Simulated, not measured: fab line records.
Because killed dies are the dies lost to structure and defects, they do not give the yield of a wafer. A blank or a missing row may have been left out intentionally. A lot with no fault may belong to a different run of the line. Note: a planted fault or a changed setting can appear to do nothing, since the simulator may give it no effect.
fab line records | flow sky130 | part 2 of 2: steps 34 to 46 of 46
record lots=5 | wafers=15 | last_day=50
route steps=708 shown NWELL@81 PWDE@84 VT_ADJUST_HVTP@85 VT_ADJUST_LVTN@97 VT_ADJUST_NCORE@119
lots that met no fault: taken from a fault-free run of the same line
start_h: hours from the record's opening day to when the first of the lot's shown wafers began | wait_h: how many hours have passed since the lot's step before this one | " as in the row above | L1.1+2: one row covering several wafers at once | - no value, or no start was given | * or withheld: withheld | < > ~ a bound
route shown NAME@n: names a module that has steps shown in the file, with the first one's number in the route | usual: mean and standard deviation over wafers with no fault | same: alike in all rows | chamber/n: place in a boat | sites: per-site readings | _std_site: the standard deviation of these | _edge_site: outer sites' mean less inner sites' | radius_mm: for every site, how far away it sits from the centre of the wafer | mask NAME#n: copy n | behind: the tool/chamber that last shaped the wafer | hold: the reason the lot was held/the length of the hold in hours/how it ended | device: the n, p or np transistor that did not switch | end of line: the same wafers' tests at the end of the route | a step with no rows: only its recipe | killed: dies lost to structure and defects at the first sort, not the wafer's yield | map: a wafer's dies, marking killed ones x, the rest . and places with no die _
set.NAME: the setting the step ran with; set.NAME@STEP: the setting that earlier step ran with | model.NAME: the simulator's own value behind a step, which no gauge read
lots at some steps of the route; a table a step, a row a wafer
services: from which hour (start_h, from the record's first day; less than 0 if before it) a tool's chamber was out of use, for how many hours, and why
## steps
# step SKY_VT_ADJUST_LVTN_OVL_MEAS_18
# usual VT_ADJUST_LVTN_01_OVL=0.1/1.4
lot.wafer | tool       | chamber | start_h | wait_h | VT_ADJUST_LVTN_01_OVL[nm]
L074.3    | overlay-01 | -       | 163.09  | 0.1    | 0.0
L074.4    | "          | -       | "       | "      | -0.7
L074.5    | "          | -       | "       | "      | 0.9
L075.3    | overlay-01 | -       | 169.39  | 0.1    | -2.4
L075.4    | "          | -       | "       | "      | -1.1
L075.5    | "          | -       | "       | "      | -2.4
L077.3    | overlay-02 | -       | 184.30  | 0.1    | 1.0
L077.4    | "          | -       | "       | "      | 1.0
L077.5    | "          | -       | "       | "      | 2.9
L080.1    | overlay-01 | -       | 205.38  | 0.1    | 0.0
L080.3    | "          | -       | "       | "      | -1.3
L080.4    | "          | -       | "       | "      | -0.9
L096.1    | overlay-01 | -       | 312.03  | 0.1    | 0.0
L096.3    | "          | -       | "       | "      | 0.3
L096.5    | "          | -       | "       | "      | 0.9
# step SKY_VT_ADJUST_LVTN_IMPLANT_19
# recipe species=B | energy_kev=30 | dose_cm2=6.5e+11 | tilt_deg=withheld
# usual faraday_current_uA=3.67/0.081
lot.wafer | tool         | chamber | start_h | wait_h | faraday_current_uA
L074.3    | implanter-01 | 0       | 163.16  | 0.1    | 3.65
L074.4    | "            | 0       | "       | "      | 3.61
L074.5    | "            | 0       | "       | "      | 3.63
L075.3    | implanter-01 | 0       | 169.46  | 0.1    | 3.71
L075.4    | "            | 0       | "       | "      | 3.72
L075.5    | "            | 0       | "       | "      | 3.73
L077.3    | implanter-02 | 0       | 184.37  | 0.1    | 3.76
L077.4    | "            | 0       | "       | "      | 3.58
L077.5    | "            | 0       | "       | "      | 3.69
L080.1    | implanter-01 | 0       | 205.41  | 0.0    | 3.69
L080.3    | "            | 0       | "       | "      | 3.62
L080.4    | "            | 0       | "       | "      | 3.72
L096.1    | implanter-04 | 0       | 312.06  | 0.0    | 3.75
L096.3    | "            | 0       | "       | "      | 3.65
L096.5    | "            | 0       | "       | "      | 3.68
# step SKY_VT_ADJUST_LVTN_STRIP_20
# recipe chemistry=O2/N2 | power_w=1400 | pressure_mtorr=1500 | platen_temp_c=withheld | o2_flow_sccm=3000 | n2_flow_sccm=300 | overash_fraction=0.5
# usual drypump_motor_current_A=5.50/0.3 | n2_flow_sccm=300.0/0.8 | oes_product_au=0.716/0.0044 | strip_time_to_endpoint_s=14.17/0.043
lot.wafer | tool            | chamber | start_h | wait_h | drypump_motor_current_A | n2_flow_sccm | oes_product_au | rf_hours_counter_h | strip_time_to_endpoint_s
L074.3    | plasma_asher-04 | 1       | 163.30  | 0.1    | 5.64                    | 301.1        | 0.717          | -                  | 14.15
L074.4    | "               | 0       | "       | "      | 5.09                    | 298.9        | 0.718          | -                  | 14.19
L074.5    | "               | 1       | "       | "      | 5.66                    | 298.3        | 0.715          | -                  | 14.21
L075.3    | plasma_asher-03 | 1       | 169.60  | 0.1    | 6.10                    | 300.8        | 0.714          | -                  | 14.14
L075.4    | "               | 0       | "       | "      | 5.67                    | 300.3        | 0.714          | -                  | 14.13
L075.5    | "               | 0       | "       | "      | 5.66                    | 300.4        | 0.719          | -                  | 14.16
L077.3    | plasma_asher-01 | 1       | 184.51  | 0.1    | 5.20                    | 301.3        | 0.713          | -                  | 14.17
L077.4    | "               | 0       | "       | "      | 5.56                    | 298.8        | 0.716          | -                  | 14.14
L077.5    | "               | 1       | "       | "      | 5.20                    | 299.7        | 0.717          | -                  | 14.15
L080.1    | plasma_asher-04 | 1       | 205.56  | 0.1    | 5.63                    | 300.4        | 0.714          | 40                 | 14.12
L080.3    | "               | 1       | "       | "      | 5.63                    | 299.4        | 0.717          | -                  | 14.16
L080.4    | "               | 0       | "       | "      | 5.09                    | 300.1        | 0.708          | -                  | 14.19
L096.1    | plasma_asher-01 | 0       | 312.21  | 0.1    | 5.55                    | 299.9        | 0.726          | 59                 | 14.24
L096.3    | "               | 0       | "       | "      | 5.55                    | 298.3        | 0.707          | -                  | 14.20
L096.5    | "               | 1       | "       | "      | 5.18                    | 299.1        | 0.717          | -                  | 14.18
# step SKY_VT_ADJUST_LVTN_TW_MEAS_21
# usual VT_ADJUST_LVTN_2_TW=188.3/1.2
lot.wafer | tool          | chamber | start_h | wait_h | VT_ADJUST_LVTN_2_TW
L074.3    | film_metro-02 | -       | 163.38  | 0.1    | 188.1
L074.4    | "             | -       | "       | "      | 189.0
L074.5    | "             | -       | "       | "      | 189.2
L075.3    | film_metro-02 | -       | 169.68  | 0.1    | 189.1
L075.4    | "             | -       | "       | "      | 189.0
L075.5    | "             | -       | "       | "      | 189.2
L077.3    | film_metro-02 | -       | 184.59  | 0.1    | 188.6
L077.4    | "             | -       | "       | "      | 189.0
L077.5    | "             | -       | "       | "      | 188.9
L080.1    | film_metro-04 | -       | 205.66  | 0.1    | 188.2
L080.3    | "             | -       | "       | "      | 188.5
L080.4    | "             | -       | "       | "      | 188.6
L096.1    | film_metro-04 | -       | 312.31  | 0.1    | 189.1
L096.3    | "             | -       | "       | "      | 188.8
L096.5    | "             | -       | "       | "      | 187.6
# step SKY_VT_ADJUST_NCORE_DEHYDRATE_00
# recipe temp_c=200 | time_s=60
lot.wafer  | tool           | chamber | start_h | wait_h
L074.3+4+5 | litho_track-03 | 0       | 173.04  | 9.6
L075.3+4+5 | litho_track-02 | 0       | 179.72  | 10.0
L077.3+4+5 | litho_track-04 | 0       | 193.79  | 9.2
L080.1+3+4 | litho_track-04 | 0       | 217.04  | 11.4
L096.1+3+5 | litho_track-02 | 0       | 325.47  | 13.1
# step SKY_VT_ADJUST_NCORE_HMDS_01
# recipe prime_time_s=60 | prime_temp_c=120
lot.wafer  | tool           | chamber | start_h | wait_h
L074.3+4+5 | litho_track-03 | 0       | 173.19  | 0.1
L075.3+4+5 | litho_track-02 | 0       | 179.87  | 0.1
L077.3+4+5 | litho_track-04 | 0       | 193.94  | 0.1
L080.1+3+4 | litho_track-04 | 0       | 217.19  | 0.1
L096.1+3+5 | litho_track-02 | 0       | 325.62  | 0.1
# step SKY_VT_ADJUST_NCORE_COAT_02
# recipe resist=NOVOLAK | spin_rpm=3000 | resist_thk_nm=1140
lot.wafer  | tool           | chamber | start_h | wait_h
L074.3+4+5 | litho_track-03 | 0       | 173.34  | 0.1
L075.3+4+5 | litho_track-02 | 0       | 180.02  | 0.1
L077.3+4+5 | litho_track-04 | 0       | 194.09  | 0.1
L080.1+3+4 | litho_track-04 | 0       | 217.34  | 0.1
L096.1+3+5 | litho_track-02 | 0       | 325.77  | 0.1
# step SKY_VT_ADJUST_NCORE_SOFTBAKE_03
# recipe temp_c=90 | time_s=60 | resist=NOVOLAK
lot.wafer  | tool           | chamber | start_h | wait_h
L074.3+4+5 | litho_track-03 | 0       | 173.49  | 0.1
L075.3+4+5 | litho_track-02 | 0       | 180.17  | 0.1
L077.3+4+5 | litho_track-04 | 0       | 194.24  | 0.1
L080.1+3+4 | litho_track-04 | 0       | 217.49  | 0.1
L096.1+3+5 | litho_track-02 | 0       | 325.92  | 0.1
# step SKY_VT_ADJUST_NCORE_EXPOSE_04
# recipe mask_id=LVTN_COMPLEMENT_THIN | na=0.6 | source_shape=conventional | sigma_outer=0.6 | polarization=unpolarized | target_cd_nm=380 | dose_mj=139
# same na=0.6
lot.wafer  | tool             | chamber | start_h | wait_h | mask
L074.3+4+5 | iline_stepper-01 | 0       | -       | -      | LVTN_COMPLEMENT_THIN#0
L075.3+4+5 | iline_stepper-01 | 0       | -       | -      | LVTN_COMPLEMENT_THIN#0
L077.3+4+5 | iline_stepper-02 | 0       | -       | -      | LVTN_COMPLEMENT_THIN#0
L080.1+3+4 | iline_stepper-01 | 0       | -       | -      | LVTN_COMPLEMENT_THIN#0
L096.1+3+5 | iline_stepper-01 | 0       | -       | -      | LVTN_COMPLEMENT_THIN#0
# step SKY_VT_ADJUST_NCORE_PEB_05
# recipe temp_c=withheld | time_s=* | resist=NOVOLAK
lot.wafer  | tool           | chamber | start_h | wait_h
L074.3+4+5 | litho_track-03 | 0       | -       | -
L075.3+4+5 | litho_track-03 | 0       | -       | -
L077.3+4+5 | litho_track-02 | 0       | -       | -
L080.1+3+4 | litho_track-03 | 0       | -       | -
L096.1+3+5 | litho_track-03 | 0       | -       | -
# step SKY_VT_ADJUST_NCORE_DEVELOP_06
# recipe resist=NOVOLAK | developer=TMAH | develop_time_s=60 | dev_temp_c=23
lot.wafer  | tool           | chamber | start_h | wait_h
L074.3+4+5 | litho_track-03 | 0       | 183.24  | 0.1
L075.3+4+5 | litho_track-03 | 0       | 190.24  | 0.1
L077.3+4+5 | litho_track-02 | 0       | 205.12  | 0.1
L080.1+3+4 | litho_track-03 | 0       | 228.09  | 0.1
L096.1+3+5 | litho_track-03 | 0       | 339.03  | 0.1
# step SKY_VT_ADJUST_NCORE_CD_MEAS_07
# recipe target_cd_nm=380
# usual cd_nm=379.8/2.2
lot.wafer | tool      | chamber | start_h | wait_h | cd_nm
L074.3    | cd_sem-01 | -       | 183.38  | 0.1    | 376.8
L074.4    | "         | -       | "       | "      | 376.6
L074.5    | "         | -       | "       | "      | 379.7
L075.3    | cd_sem-02 | -       | 190.38  | 0.1    | 378.9
L075.4    | "         | -       | "       | "      | 379.5
L075.5    | "         | -       | "       | "      | 380.5
L077.3    | cd_sem-01 | -       | 205.26  | 0.1    | 379.2
L077.4    | "         | -       | "       | "      | 380.8
L077.5    | "         | -       | "       | "      | 380.1
L080.1    | cd_sem-01 | -       | 228.24  | 0.1    | 379.5
L080.3    | "         | -       | "       | "      | 380.5
L080.4    | "         | -       | "       | "      | 381.3
L096.1    | cd_sem-01 | -       | 339.18  | 0.1    | 379.5
L096.3    | "         | -       | "       | "      | 379.8
L096.5    | "         | -       | "       | "      | 377.7
# step SKY_VT_ADJUST_NCORE_OVL_MEAS_08
# usual VT_ADJUST_NCORE_OVL=0.7/1.3
lot.wafer | tool       | chamber | start_h | wait_h | VT_ADJUST_NCORE_OVL[nm]
L074.3    | overlay-02 | -       | 183.47  | 0.1    | -0.9
L074.4    | "          | -       | "       | "      | -0.2
L074.5    | "          | -       | "       | "      | -0.1
L075.3    | overlay-01 | -       | 190.47  | 0.1    | 1.0
L075.4    | "          | -       | "       | "      | 0.1
L075.5    | "          | -       | "       | "      | -0.8
L077.3    | overlay-02 | -       | 205.35  | 0.1    | 0.8
L077.4    | "          | -       | "       | "      | 1.9
L077.5    | "          | -       | "       | "      | 0.6
L080.1    | overlay-01 | -       | 228.36  | 0.1    | -0.5
L080.3    | "          | -       | "       | "      | -0.9
L080.4    | "          | -       | "       | "      | 0.4
L096.1    | overlay-01 | -       | 339.30  | 0.1    | -2.0
L096.3    | "          | -       | "       | "      | -2.6
L096.5    | "          | -       | "       | "      | -2.7
## services
tool             | chamber | start_h | hours | kind
implanter-04     | -       | 85.88   | 1.2   | repair
plasma_asher-04  | -       | 88.64   | 0.7   | repair
plasma_asher-03  | -       | 104.93  | 4.3   | pm
plasma_asher-03  | -       | 109.26  | 9.0   | pm
implanter-02     | -       | 119.16  | 4.7   | repair
plasma_asher-02  | -       | 123.66  | 3.7   | repair
iline_stepper-01 | -       | 125.92  | 1.7   | pm
implanter-01     | -       | 127.46  | 2.6   | pm
iline_stepper-02 | -       | 131.92  | 4.4   | pm
implanter-04     | -       | 134.91  | 4.1   | repair
plasma_asher-03  | -       | 161.29  | 8.1   | repair
implanter-04     | -       | 170.52  | 3.4   | repair
implanter-03     | -       | 181.10  | 3.9   | pm
implanter-02     | -       | 186.45  | 5.1   | repair
plasma_asher-02  | -       | 197.02  | 3.7   | repair
iline_stepper-02 | -       | 207.30  | 5.4   | repair
plasma_asher-04  | -       | 210.57  | 2.8   | pm
implanter-01     | -       | 213.21  | 3.8   | repair
plasma_asher-02  | -       | 219.82  | 1.9   | repair
implanter-03     | -       | 230.54  | 2.4   | pm
implanter-04     | -       | 234.87  | 3.2   | pm
implanter-03     | -       | 254.38  | 1.3   | repair
implanter-01     | -       | 269.16  | 10.2  | repair
implanter-03     | -       | 269.62  | 3.2   | repair
